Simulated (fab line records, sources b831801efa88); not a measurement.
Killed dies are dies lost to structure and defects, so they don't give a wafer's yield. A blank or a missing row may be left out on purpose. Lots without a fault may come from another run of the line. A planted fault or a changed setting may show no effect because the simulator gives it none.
One fault seen from 2 desks | flow gf180mcu | each desk has only its own numbers; what lay behind them comes last

THE TOOL OWNER'S DESK: pvd_sputter-02
The tool's own readings at GF_V4_SPUTTER_22 (material TiN, target thk 10 nm, time 40 s): means of the sampled wafers that have a number, for each lot that ran on this tool. A lot is out of limits, marked OUT, if its mean lies more than 4 standard deviations from the usual mean; the brackets give that distance.
Columns: A = throttle_valve_pct at GF_V4_SPUTTER_22, usual 30.7 %
lot  | first seen here | A
L420 | day 24 03:46    | 30.7
L432 | day 28 14:23    | 30.9
This desk's finding: nothing out of limits on any of the 2 lots.

THE METROLOGY DESK
What the gauges read, lot by lot, whatever tool the lot ran on: means of the sampled wafers that have a number. A lot is out of limits, marked OUT, if its mean lies more than 4 standard deviations from the usual mean; the brackets give that distance.
Columns: A = cd_nm at GF_V4_CD_MEAS_14, usual 260.2 nm; B = V4_OVL at GF_V4_OVL_MEAS_15, usual 2 nm
lot  | first seen here | A     | B
L420 | day 24 02:55    | 261.9 | 12
L422 | day 24 19:04    | 259.7 | -1
L432 | day 28 13:31    | 262.9 | -4
L436 | day 29 14:25    | 259.5 | -11
L438 | day 30 06:22    | 259.8 | 1
This desk's finding: nothing out of limits on any of the 5 lots.

PUT TOGETHER
The tool owner's desk saw nothing out of limits.
The metrology desk saw nothing out of limits.

WHAT THE SIMULATOR HAD PUT IN
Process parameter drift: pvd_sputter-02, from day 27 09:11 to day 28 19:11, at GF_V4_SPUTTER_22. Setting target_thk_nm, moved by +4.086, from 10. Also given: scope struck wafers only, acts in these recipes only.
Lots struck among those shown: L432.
